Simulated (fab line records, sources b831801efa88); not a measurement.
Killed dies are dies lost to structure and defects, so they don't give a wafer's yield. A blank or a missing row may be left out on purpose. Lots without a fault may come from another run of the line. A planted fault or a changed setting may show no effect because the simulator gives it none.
fab line records | flow sfq_line
record lots=15 wafers=45 last_day=94
route steps=325 shown M1@59 C5@247 M6@264 M7@283
lots that met no fault: from a run of the same line without faults
start_h: hours from the record's first day to the start of the lot's first wafer shown | wait_h: hours since the lot's step before | " the same as in the row above | L1.1+2: a row that stands for several wafers | - no value, or no start given | * or withheld: withheld | < > ~ a bound
route shown NAME@n: a module of which the file shows steps, and the number in the route of the first | usual: mean/standard deviation of fault-free wafers | same: alike in all rows | chamber/n: place in a boat | sites: the reading at each site | _std_site: their standard deviation | _edge_site: outer sites' mean less inner sites' | radius_mm: how far each site lies from the wafer's centre | mask NAME#n: copy n | behind: the tool/chamber that last shaped the wafer | hold: why the lot was held/for how many hours/how that ended | device: the transistor (n, p or np) that didn't switch | end of line: the same wafers' tests at the end of the route | a step without rows: its recipe alone | killed: dies lost to structure and defects at the first sort, not the wafer's yield | map: a wafer's dies, x killed, . not, _ none there
set.NAME: the setting as run; set.NAME@STEP: as run at that earlier step | model.NAME: the simulator's own value behind a step, which no gauge read
steps of the route over a sample of lots; a table a step, a row a wafer
services: from which hour (start_h, from the record's first day; less than 0 if before it) a tool's chamber was out of use, for how many hours, and why
## steps
# step SFQ_TRILAYER_M1_DEP_SPUTTER_037
# recipe material=Nb base_pressure_pa=1.33e-06 chamber_pressure_pa=0.1333 substrate_temp_c=20 resputter_cathode_voltage_v=400 target_thk_nm=200 power_w=2000 time_s=133.3
# usual base_pressure_pa=1.34e-06/7.3e-08 cathode_dc_power_W=2000.0/0.35 throttle_valve_pct=29.9/0.92
# columns lot.wafer tool chamber start_h wait_h base_pressure_pa cathode_dc_power_W throttle_valve_pct
L911.2 pvd_sputter-06 - 180.41 0.0 1.37e-06 1999.8 29.4
L911.5 " - " " 1.33e-06 2000.3 29.3
L911.6 " - " " 1.3e-06 2000.3 29.6
L916.2 pvd_sputter-06 - 219.36 0.0 1.29e-06 2000.6 29.4
L916.3 " - " " 1.26e-06 2000.2 29.0
L916.5 " - " " 1.19e-06 2000.0 29.0
L917.1 pvd_sputter-05 - 229.71 0.0 - - -
L917.5 " - " " - - -
L917.6 " - " " - - -
L918.2 pvd_sputter-06 - 233.31 0.0 - - -
L918.3 " - " " - - -
L918.4 " - " " - - -
L919.2 pvd_sputter-05 - 240.54 0.0 - - -
L919.5 " - " " - - -
L919.6 " - " " - - -
L920.1 pvd_sputter-05 - 245.31 0.0 1.26e-06 1999.4 29.5
L920.2 " - " " 1.34e-06 2000.4 31.6
L920.4 " - " " 1.38e-06 2000.0 30.5
L923.1 pvd_sputter-05 - 278.91 0.0 1.37e-06 2000.1 30.1
L923.2 " - " " 1.4e-06 2000.4 29.6
L923.5 " - " " 1.31e-06 2000.4 29.3
L925.2 pvd_sputter-06 - 290.91 0.0 1.32e-06 1999.8 29.8
L925.3 " - " " 1.28e-06 2000.2 29.4
L925.4 " - " " 1.39e-06 1999.7 29.2
L927.1 pvd_sputter-04 - 315.22 0.0 1.5e-06 1999.7 30.7
L927.5 " - " " 1.43e-06 2000.8 30.5
L927.6 " - " " 1.26e-06 2000.1 28.2
L928.1 pvd_sputter-05 - 321.22 0.0 1.32e-06 2000.2 29.3
L928.2 " - " " 1.38e-06 1999.7 31.5
L928.5 " - " " 1.33e-06 1999.7 30.2
L930.2 pvd_sputter-04 - 336.82 0.0 1.31e-06 1999.8 28.3
L930.4 " - " " 1.45e-06 1999.8 30.6
L930.5 " - " " 1.29e-06 1999.0 27.8
L931.1 pvd_sputter-06 - 344.02 0.0 1.41e-06 1999.7 29.0
L931.2 " - " " 1.33e-06 2000.3 29.9
L931.3 " - " " 1.35e-06 1999.9 29.3
L932.1 pvd_sputter-06 - 347.62 0.0 1.29e-06 2000.7 29.2
L932.2 " - " " 1.42e-06 1999.9 29.4
L932.4 " - " " 1.18e-06 2000.4 29.0
L933.1 pvd_sputter-05 - 360.39 0.0 1.41e-06 2000.2 30.5
L933.5 " - " " 1.28e-06 1999.8 30.5
L933.6 " - " " 1.3e-06 2000.2 30.0
L934.1 pvd_sputter-05 - 363.99 0.0 1.4e-06 2000.1 30.6
L934.4 " - " " 1.44e-06 2000.1 30.4
L934.5 " - " " 1.31e-06 1999.8 29.5
# step SFQ_M1_RS_MEAS_909
# recipe thk_meas_gauge=four-point-probe reads=Nb_of_TRILAYER_M1_DEP_SPUTTER_037
# usual M1_NB_RS=0.893/0.0095
# columns lot.wafer tool chamber start_h wait_h M1_NB_RS[ohm/sq]
L911.2 film_metro-03 - 180.52 0.1 0.899
L911.5 " - " " 0.900
L911.6 " - " " 0.890
L916.2 film_metro-04 - 219.47 0.1 0.896
L916.3 " - " " 0.901
L916.5 " - " " 0.906
L917.1 film_metro-04 - 229.80 0.0 -
L917.5 " - " " -
L917.6 " - " " -
L918.2 film_metro-04 - 233.42 0.1 -
L918.3 " - " " -
L918.4 " - " " -
L919.2 film_metro-03 - 240.74 0.1 -
L919.5 " - " " -
L919.6 " - " " -
L920.1 film_metro-04 - 245.40 0.0 0.887
L920.2 " - " " 0.900
L920.4 " - " " 0.903
L923.1 film_metro-03 - 279.00 0.0 0.886
L923.2 " - " " 0.885
L923.5 " - " " 0.877
L925.2 film_metro-04 - 291.02 0.1 0.888
L925.3 " - " " 0.889
L925.4 " - " " 0.882
L927.1 film_metro-03 - 315.31 0.0 0.876
L927.5 " - " " 0.882
L927.6 " - " " 0.885
L928.1 film_metro-04 - 321.31 0.0 0.897
L928.2 " - " " 0.923
L928.5 " - " " 0.909
L930.2 film_metro-03 - 336.93 0.1 0.893
L930.4 " - " " 0.888
L930.5 " - " " 0.883
L931.1 film_metro-03 - 344.11 0.0 0.895
L931.2 " - " " 0.898
L931.3 " - " " 0.892
L932.1 film_metro-04 - 347.71 0.0 0.894
L932.2 " - " " 0.893
L932.4 " - " " 0.889
L933.1 film_metro-01 - 360.48 0.0 0.890
L933.5 " - " " 0.891
L933.6 " - " " 0.903
L934.1 film_metro-01 - 364.08 0.0 0.884
L934.4 " - " " 0.888
L934.5 " - " " 0.869
# step SFQ_TRILAYER_M1_ETCH_METAL_ETCH_042
# recipe target=Nb stop_on=SiO2 mask_material=PR chemistry=Cl2/Ar target_depth_nm=240 icp_w=600 bias_w=80 pressure_mtorr=10 time_s=120
# usual drypump_motor_current_A=5.6/0.73 he_backside_leak_sccm=3.7/0.34 oes_product_au=0.892/0.0065
# columns lot.wafer tool chamber start_h wait_h drypump_motor_current_A he_backside_leak_sccm oes_product_au rf_hours_counter_h
L911.2 rie_metal-04 1 231.21 0.0 6.6 5.3 0.892 165
L911.5 " 1 " " 6.6 4.0 0.892 -
L911.6 " 0 " " 5.6 3.5 0.892 -
L916.2 rie_metal-01 1 266.01 0.0 6.2 3.6 0.888 81
L916.3 " 0 " " 6.5 3.5 0.882 -
L916.5 " 1 " " 6.1 3.5 0.890 -
L917.1 rie_metal-02 0 279.21 0.0 4.6 3.8 0.381 98
L917.5 " 0 " " 4.6 3.8 0.379 -
L917.6 " 1 " " 5.2 3.6 0.366 -
L918.2 rie_metal-02 1 281.61 0.0 5.2 3.6 0.376 67
L918.3 " 0 " " 4.6 3.8 0.370 -
L918.4 " 1 " " 5.2 3.7 0.371 -
L919.2 rie_metal-02 1 286.41 0.0 5.3 3.6 0.379 68
L919.5 " 1 " " 5.3 3.6 0.376 -
L919.6 " 0 " " 4.6 3.8 0.377 -
L920.1 rie_metal-01 0 291.21 0.0 6.5 3.6 0.898 80
L920.2 " 1 " " 6.1 3.6 0.888 86
L920.4 " 1 " " 6.2 3.7 0.885 -
L923.1 rie_metal-01 0 328.72 0.0 6.5 3.6 0.903 87
L923.2 " 1 " " 6.2 3.9 0.891 93
L923.5 " 1 " " 6.2 3.8 0.900 -
L925.2 rie_metal-01 0 340.72 0.0 6.6 3.4 0.890 89
L925.3 " 0 " " 6.5 5.6 0.891 -
L925.4 " 1 " " 6.2 3.7 0.897 -
L927.1 rie_metal-01 1 370.29 0.0 6.2 3.7 0.905 100
L927.5 " 0 " " 6.5 3.4 0.903 -
L927.6 " 1 " " 6.2 3.7 0.896 -
L928.1 rie_metal-02 0 378.49 0.0 4.6 3.9 0.891 116
L928.2 " 1 " " 5.2 3.6 0.881 84
L928.5 " 0 " " 4.6 4.0 0.878 -
L930.2 rie_metal-01 1 396.04 0.0 6.2 3.6 0.886 104
L930.4 " 0 " " 6.5 3.5 0.887 -
L930.5 " 1 " " 6.2 3.7 0.895 -
L931.1 rie_metal-02 0 402.04 0.0 4.6 3.9 0.887 121
L931.2 " 1 " " 5.2 3.7 0.892 88
L931.3 " 0 " " 4.6 4.0 0.898 -
L932.1 rie_metal-04 0 406.84 0.0 5.6 3.6 0.890 63
L932.2 " 1 " " 6.5 3.6 0.892 0
L932.4 " 1 " " 6.6 3.6 0.896 -
L933.1 rie_metal-04 0 420.04 0.0 5.6 3.4 0.896 67
L933.5 " 1 " " 6.6 3.3 0.899 -
L933.6 " 0 " " 5.6 3.1 0.888 -
L934.1 rie_metal-04 1 423.64 0.0 6.6 3.9 0.901 3
L934.4 " 1 " " 6.6 3.6 0.891 -
L934.5 " 0 " " 5.6 3.7 0.906 -
# step SFQ_TRILAYER_C5_BARC_OPEN_VIA_ETCH_210
# recipe mask_material=PR chemistry=O2 target_depth_nm=125 target=BARC source_w=500 bias_w=80 pressure_mtorr=30 time_s=41.7
# usual drypump_motor_current_A=5.6/0.38 oes_product_au=0.685/0.0044
# columns lot.wafer tool chamber start_h wait_h drypump_motor_current_A oes_product_au rf_hours_counter_h
L911.2 rie_diel-02 1 1573.58 0.0 5.4 0.691 14
L911.5 " 0 " " 5.6 0.683 -
L911.6 " 3 " " 5.2 0.691 -
L916.2 rie_diel-04 3 1718.36 0.0 5.6 0.683 1
L916.3 " 0 " " 5.0 0.689 14
L916.5 " 2 " " 6.0 0.686 -
L917.1 rie_diel-04 0 1724.36 0.0 5.0 0.693 14
L917.5 " 0 " " 5.0 0.682 -
L917.6 " 3 " " 5.6 0.689 -
L918.2 rie_diel-01 0 1729.16 0.0 5.2 0.693 3
L918.3 " 1 " " 6.1 0.683 13
L918.4 " 1 " " 6.1 0.686 -
L919.2 rie_diel-02 2 1739.96 0.0 6.3 0.686 14
L919.5 " 0 " " 5.6 0.682 -
L919.6 " 3 " " 5.2 0.681 -
L920.1 rie_diel-01 2 1755.69 0.0 5.6 0.685 0
L920.2 " 3 " " 5.9 0.684 11
L920.4 " 3 " " 5.9 0.682 -
L923.1 rie_diel-02 2 1790.49 0.0 6.3 0.675 14
L923.2 " 1 " " 5.4 0.682 18
L923.5 " 2 " " 6.3 0.682 -
L925.2 rie_diel-02 2 1806.09 0.0 6.3 0.678 15
L925.3 " 0 " " 5.6 0.692 9
L925.4 " 2 " " 6.3 0.685 -
L927.1 rie_diel-01 3 1816.89 0.0 5.9 0.694 11
L927.5 " 0 " " 5.2 0.679 -
L927.6 " 3 " " 5.9 0.680 -
L928.1 rie_diel-04 0 1826.49 0.0 5.1 0.679 16
L928.2 " 2 " " 6.0 0.697 14
L928.5 " 0 " " 5.0 0.684 -
L930.2 rie_diel-01 1 1836.40 0.0 6.1 0.683 14
L930.4 " 3 " " 5.9 0.686 11
L930.5 " 3 " " 5.9 0.682 -
L931.1 rie_diel-04 1 1838.80 0.0 5.2 0.685 12
L931.2 " 3 " " 5.6 0.682 2
L931.3 " 0 " " 5.0 0.685 16
L932.1 rie_diel-02 1 1847.20 0.0 5.5 0.681 18
L932.2 " 3 " " 5.2 0.677 15
L932.4 " 2 " " 6.3 0.679 15
L933.1 rie_diel-04 3 1854.40 0.0 5.6 0.683 2
L933.5 " 2 " " 6.0 0.691 -
L933.6 " 3 " " 5.6 0.681 -
L934.1 rie_diel-02 3 1856.80 0.0 5.2 0.691 15
L934.4 " 0 " " 5.6 0.685 9
L934.5 " 0 " " 5.6 0.687 -
# step SFQ_TRILAYER_M6_STRIP_STRIP_163
# recipe gas=O2 power_w=200 platen_temp_c=40 overash_fraction=0.65 chemistry=O2 pressure_mtorr=50
# usual drypump_motor_current_A=6.0/0.37 he_backside_leak_sccm=3.59/0.29 oes_product_au=1.002/0.012
# columns lot.wafer tool chamber start_h wait_h drypump_motor_current_A he_backside_leak_sccm oes_product_au rf_hours_counter_h
L911.2 rie_metal-03 0 1708.95 0.1 5.9 3.11 1.009 66
L911.5 " 1 " " 5.7 3.88 0.985 -
L911.6 " 0 " " 5.9 3.10 1.011 -
L916.2 rie_metal-03 1 1722.59 0.1 5.7 3.96 0.992 100
L916.3 " 0 " " 5.9 3.19 1.021 -
L916.5 " 1 " " 5.7 3.63 0.993 -
L917.1 rie_metal-03 0 1727.99 0.1 5.9 3.27 1.015 69
L917.5 " 0 " " 5.9 3.16 1.025 -
L917.6 " 1 " " 5.7 3.60 0.993 -
L918.2 rie_metal-03 0 1732.81 0.1 5.9 3.16 1.019 70
L918.3 " 0 " " 5.9 3.17 1.023 -
L918.4 " 1 " " 5.7 3.73 1.000 -
L919.2 rie_metal-01 1 1743.98 0.4 6.2 3.71 0.978 -
L919.5 " 1 " " 6.2 3.85 0.969 -
L919.6 " 1 " " 6.2 3.71 0.987 -
L920.1 rie_metal-03 0 1876.18 0.1 5.9 3.14 1.014 88
L920.2 " 1 " " 5.7 3.84 1.005 122
L920.4 " 1 " " 5.7 3.74 1.006 -
L923.1 rie_metal-01 1 1912.73 0.1 6.3 3.62 1.005 30
L923.2 " 0 " " 6.5 3.27 1.011 16
L923.5 " 0 " " 6.5 3.39 1.008 -
L925.2 rie_metal-04 0 1924.19 0.1 5.6 3.73 1.023 118
L925.3 " 1 " " 6.6 4.00 1.000 -
L925.4 " 0 " " 5.6 4.12 1.027 -
L927.1 rie_metal-03 0 1932.59 0.1 5.9 3.36 1.000 95
L927.5 " 0 " " 5.9 3.32 1.002 -
L927.6 " 1 " " 5.7 3.75 0.990 -
L928.1 rie_metal-01 1 1934.99 0.1 6.2 3.71 0.992 32
L928.2 " 0 " " 6.6 3.34 1.007 18
L928.5 " 0 " " 6.5 3.36 0.998 -
L930.2 rie_metal-03 0 1937.39 0.1 5.9 3.24 1.001 96
L930.4 " 0 " " 5.9 3.18 1.000 -
L930.5 " 0 " " 5.9 3.16 1.004 -
L931.1 rie_metal-01 1 1938.59 0.1 6.3 3.67 0.995 32
L931.2 " 0 " " 6.5 3.33 0.998 18
L931.3 " 0 " " 6.5 3.44 1.002 -
L932.1 rie_metal-04 1 1940.99 0.1 6.6 3.71 0.994 71
L932.2 " 0 " " 5.6 3.42 1.014 120
L932.4 " 1 " " 6.6 3.68 0.987 -
L933.1 rie_metal-01 0 1945.79 0.1 6.5 3.59 1.007 19
L933.5 " 1 " " 6.2 3.73 1.000 -
L933.6 " 0 " " 6.5 3.54 1.012 -
L934.1 rie_metal-04 0 1949.39 0.1 5.6 3.68 1.017 120
L934.4 " 1 " " 6.6 3.97 0.998 -
L934.5 " 0 " " 5.6 3.28 1.014 -
# step SFQ_M7_RS_MEAS_943
# recipe thk_meas_gauge=four-point-probe reads=Nb_of_TRILAYER_M7_DEP_SPUTTER_175
# usual M7_NB_RS=0.890/0.011
# columns lot.wafer tool chamber start_h wait_h M7_NB_RS[ohm/sq]
L911.2 film_metro-02 - 1718.05 0.1 0.892
L911.5 " - " " 0.905
L911.6 " - " " 0.892
L916.2 film_metro-02 - 1731.31 0.1 0.906
L916.3 " - " " 0.896
L916.5 " - " " 0.890
L917.1 film_metro-02 - 1737.20 0.0 0.893
L917.5 " - " " 0.888
L917.6 " - " " 0.879
L918.2 film_metro-02 - 1741.33 0.1 0.912
L918.3 " - " " 0.904
L918.4 " - " " 0.901
L919.2 film_metro-02 - 1752.98 0.1 0.874
L919.5 " - " " 0.877
L919.6 " - " " 0.864
L920.1 film_metro-01 - 1885.54 0.0 0.895
L920.2 " - " " 0.899
L920.4 " - " " 0.901
L923.1 film_metro-02 - 1921.83 0.0 0.860
L923.2 " - " " 0.866
L923.5 " - " " 0.862
L925.2 film_metro-01 - 2032.75 0.1 0.894
L925.3 " - " " 0.893
L925.4 " - " " 0.873
L927.1 film_metro-02 - 2038.73 0.0 0.890
L927.5 " - " " 0.895
L927.6 " - " " 0.898
L928.1 film_metro-01 - 2039.93 0.0 0.878
L928.2 " - " " 0.901
L928.5 " - " " 0.890
L930.2 film_metro-01 - 2043.72 0.1 0.901
L930.4 " - " " 0.876
L930.5 " - " " 0.893
L931.1 film_metro-03 - 2044.73 0.0 0.900
L931.2 " - " " 0.898
L931.3 " - " " 0.897
L932.1 film_metro-01 - 2047.46 0.0 0.873
L932.2 " - " " 0.891
L932.4 " - " " 0.884
L933.1 film_metro-01 - 2049.86 0.0 0.910
L933.5 " - " " 0.911
L933.6 " - " " 0.917
L934.1 film_metro-01 - 2052.18 0.0 0.869
L934.4 " - " " 0.884
L934.5 " - " " 0.887
## services
# columns tool chamber start_h hours kind
rie_metal-04 0 204.06 15.5 repair
rie_metal-01 - 223.73 14.6 pm
rie_metal-03 0 265.87 2.5 repair
rie_metal-04 - 354.14 0.6 repair
rie_metal-04 1 412.99 4.2 repair
rie_metal-01 - 439.05 1.4 pm
rie_metal-01 - 488.70 2.8 repair
rie_metal-04 1 496.25 18.4 repair
rie_metal-03 - 507.09 1.4 pm
rie_metal-04 - 532.80 2.8 pm
rie_metal-01 0 763.11 11.3 repair
rie_metal-01 - 821.76 0.6 repair
rie_metal-01 - 1031.34 1.7 repair
rie_metal-01 1 1070.67 6.6 repair
rie_metal-01 - 1075.53 2.8 pm
rie_metal-01 1 1079.35 1.3 repair
rie_metal-01 0 1082.57 9.3 repair
rie_metal-01 1 1127.93 5.8 repair
rie_metal-01 0 1307.14 16.6 repair
rie_metal-01 - 1309.61 0.8 repair
rie_metal-01 0 1479.74 1.8 repair
rie_metal-01 - 1565.83 2.4 repair
rie_metal-01 1 1624.91 4.8 repair
rie_metal-01 0 1771.21 19.0 repair
## key
first_sign step=SFQ_TRILAYER_M1_DEP_SPUTTER_037 reading=tool_record direction=missing
effect step=SFQ_M1_RS_MEAS_909 reading=M1_NB_RS direction=missing
effect step=SFQ_TRILAYER_M1_ETCH_METAL_ETCH_042 reading=oes_product_au direction=down sigmas=79 usual=0.892 struck=0.375
met_at SFQ_TRILAYER_M1_DEP_SPUTTER_037
struck_lots L917,L918,L919
not_acting_at SFQ_TRILAYER_C5_BARC_OPEN_VIA_ETCH_210,SFQ_TRILAYER_M6_STRIP_STRIP_163,SFQ_M7_RS_MEAS_943
onset_between 219.36 229.71
fault kind=skipped_step_whole tool=pvd_sputter-05,pvd_sputter-06 chamber=- onset_h=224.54 steps=SFQ_TRILAYER_M1_DEP_SPUTTER_037 scope=struck_lots_only
